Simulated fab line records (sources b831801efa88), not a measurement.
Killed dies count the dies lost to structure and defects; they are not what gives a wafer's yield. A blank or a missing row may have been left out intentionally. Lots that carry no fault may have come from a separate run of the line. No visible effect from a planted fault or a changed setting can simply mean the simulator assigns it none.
Split-lot study || flow sky130 || 23 wafers read across 5 lots, on a route 708 steps long

== THE SPLIT ==
At SKY_VT_ADJUST_HVTR_EXPOSE_04 (exposes mask HVTRM, target cd 380 nm), the setting dose mj was moved away from the recipe's 150 on 10 of the 23 wafers read, by +1.9% to +4.5%. All remaining wafers had this setting at the recipe value.

== FROM THE SPLIT TO THE READING: what the file shows between them, 2 steps ==
- SKY_VT_ADJUST_HVTR_PEB_05
- SKY_VT_ADJUST_HVTR_DEVELOP_06: develop time 57.6 s

== THE READING ==
At SKY_VT_ADJUST_HVTR_CD_MEAS_07: cd nm in nanometres, against a target cd of 380 nm. On this fab line, fault-free wafers typically give 379.8 nm with a standard deviation of 2.5 nm.

{"wafer": "L076.1", "tool, chamber at the split": "iline stepper-01, 0", "dose mj as run": 150, "against the recipe": "recipe", "cd nm, nm": 378.7, "against lot-mates on the recipe": "-"}
{"wafer": "L076.2", "tool, chamber at the split": "iline stepper-01, 0", "dose mj as run": 154, "against the recipe": "+2.7%", "cd nm, nm": 386.5, "against lot-mates on the recipe": "+10.0"}
{"wafer": "L076.3", "tool, chamber at the split": "iline stepper-01, 0", "dose mj as run": 154, "against the recipe": "+2.7%", "cd nm, nm": 384.0, "against lot-mates on the recipe": "+7.5"}
{"wafer": "L076.5", "tool, chamber at the split": "iline stepper-01, 0", "dose mj as run": 150, "against the recipe": "recipe", "cd nm, nm": 374.3, "against lot-mates on the recipe": "-"}
{"wafer": "L076.6", "tool, chamber at the split": "iline stepper-01, 0", "dose mj as run": 154, "against the recipe": "+2.7%", "cd nm, nm": 384.3, "against lot-mates on the recipe": "+7.8"}
{"wafer": "L078.1", "tool, chamber at the split": "iline stepper-02, 0", "dose mj as run": 156.7, "against the recipe": "+4.5%", "cd nm, nm": 392.5, "against lot-mates on the recipe": "+14.1"}
{"wafer": "L078.3", "tool, chamber at the split": "iline stepper-02, 0", "dose mj as run": 150, "against the recipe": "recipe", "cd nm, nm": 380.3, "against lot-mates on the recipe": "-"}
{"wafer": "L078.4", "tool, chamber at the split": "iline stepper-02, 0", "dose mj as run": 156.7, "against the recipe": "+4.5%", "cd nm, nm": 390.9, "against lot-mates on the recipe": "+12.5"}
{"wafer": "L078.5", "tool, chamber at the split": "iline stepper-02, 0", "dose mj as run": 150, "against the recipe": "recipe", "cd nm, nm": 374.6, "against lot-mates on the recipe": "-"}
{"wafer": "L078.6", "tool, chamber at the split": "iline stepper-02, 0", "dose mj as run": 150, "against the recipe": "recipe", "cd nm, nm": 380.3, "against lot-mates on the recipe": "-"}
{"wafer": "L081.4", "tool, chamber at the split": "iline stepper-01, 0", "dose mj as run": 150, "against the recipe": "recipe", "cd nm, nm": 375.6, "against lot-mates on the recipe": "-"}
{"wafer": "L081.5", "tool, chamber at the split": "iline stepper-01, 0", "dose mj as run": 150, "against the recipe": "recipe", "cd nm, nm": 376.5, "against lot-mates on the recipe": "-"}
{"wafer": "L081.6", "tool, chamber at the split": "iline stepper-01, 0", "dose mj as run": 150, "against the recipe": "recipe", "cd nm, nm": 376.7, "against lot-mates on the recipe": "-"}
{"wafer": "L083.1", "tool, chamber at the split": "iline stepper-01, 0", "dose mj as run": 153.7, "against the recipe": "+2.5%", "cd nm, nm": 389.4, "against lot-mates on the recipe": "+6.0"}
{"wafer": "L083.2", "tool, chamber at the split": "iline stepper-01, 0", "dose mj as run": 153.7, "against the recipe": "+2.5%", "cd nm, nm": 389.7, "against lot-mates on the recipe": "+6.3"}
{"wafer": "L083.3", "tool, chamber at the split": "iline stepper-01, 0", "dose mj as run": 150, "against the recipe": "recipe", "cd nm, nm": 385.0, "against lot-mates on the recipe": "-"}
{"wafer": "L083.4", "tool, chamber at the split": "iline stepper-01, 0", "dose mj as run": 150, "against the recipe": "recipe", "cd nm, nm": 381.8, "against lot-mates on the recipe": "-"}
{"wafer": "L083.5", "tool, chamber at the split": "iline stepper-01, 0", "dose mj as run": 153.7, "against the recipe": "+2.5%", "cd nm, nm": 391.1, "against lot-mates on the recipe": "+7.7"}
{"wafer": "L084.1", "tool, chamber at the split": "iline stepper-02, 0", "dose mj as run": 152.9, "against the recipe": "+1.9%", "cd nm, nm": 389.4, "against lot-mates on the recipe": "+7.5"}
{"wafer": "L084.2", "tool, chamber at the split": "iline stepper-02, 0", "dose mj as run": 150, "against the recipe": "recipe", "cd nm, nm": 380.3, "against lot-mates on the recipe": "-"}
{"wafer": "L084.3", "tool, chamber at the split": "iline stepper-02, 0", "dose mj as run": 152.9, "against the recipe": "+1.9%", "cd nm, nm": 386.5, "against lot-mates on the recipe": "+4.6"}
{"wafer": "L084.4", "tool, chamber at the split": "iline stepper-02, 0", "dose mj as run": 150, "against the recipe": "recipe", "cd nm, nm": 382.4, "against lot-mates on the recipe": "-"}
{"wafer": "L084.5", "tool, chamber at the split": "iline stepper-02, 0", "dose mj as run": 150, "against the recipe": "recipe", "cd nm, nm": 382.9, "against lot-mates on the recipe": "-"}

FIT RESULTS
A straight line over all 23 wafers: cd nm changes by +3.03 nm for each +1% of dose mj; r = +0.83; the points scatter about the line by 3.2 nm.
The same after taking each lot's own level away (the mean of its wafers on the recipe; 23 wafers): +2.98 nm for each +1%; r = +0.95; scatter 1.6 nm.
Per that fit: largest dose mj move, reading shift of 13 nm.
Across the lots, their own levels run from 376.27 to 383.40 nm, a range of 2.9 times the standard deviation given above.
So the lot-to-lot level changes the slope little: the two slopes agree.
Check: +13.1 nm against its lot-mates is what the line predicts for one of the wafers moved furthest among these (+4.5%) when that wafer is left out of the fit. It came out at +14.1 nm against them.

== FURTHER SPLITS ON THESE WAFERS ==
These wafers also went through other splits before the reading. Each is held against what the fit with the lots' levels taken away leaves over:
{"other split on the same wafers": "SKY_NWELL_COAT_05 resist thk nm", "wafers away from the commonest value": 7, "r with cd nm (lot level and that fit taken away)": -0.24}
{"other split on the same wafers": "SKY_NWELL_EXPOSE_07 dose mj", "wafers away from the commonest value": 7, "r with cd nm (lot level and that fit taken away)": -0.06}
{"other split on the same wafers": "SKY_VT_ADJUST_HVTP_STRIP_10 pressure mtorr", "wafers away from the commonest value": 10, "r with cd nm (lot level and that fit taken away)": "+0.10"}
{"other split on the same wafers": "SKY_VT_ADJUST_NCORE_COAT_02 resist thk nm", "wafers away from the commonest value": 6, "r with cd nm (lot level and that fit taken away)": "+0.14"}
{"other split on the same wafers": "SKY_VT_ADJUST_HVTR_COAT_02 spin rpm", "wafers away from the commonest value": 4, "r with cd nm (lot level and that fit taken away)": "+0.32"}

== THE WHOLE CHAIN: every reading that the file lists as answering this split, in the file's order ==
{"step": "SKY_VT_ADJUST_HVTR_DEVELOP_06", "what it does": "develop time 57.6 s", "reading": "VT_ADJUST_HVTR.cd nm (the simulator's own value, which no gauge read)", "change (the file's fit)": "+2.97 nm for each +1% of the setting", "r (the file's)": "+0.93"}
{"step": "SKY_VT_ADJUST_HVTR_CD_MEAS_07", "what it does": "target cd 380 nm", "reading": "cd nm", "change (the file's fit)": "+2.99 nm for each +1% of the setting", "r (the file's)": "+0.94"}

== FILE'S OWN FIT ==
cd nm changes by +2.99 nm for each +1% of dose mj, r = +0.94.
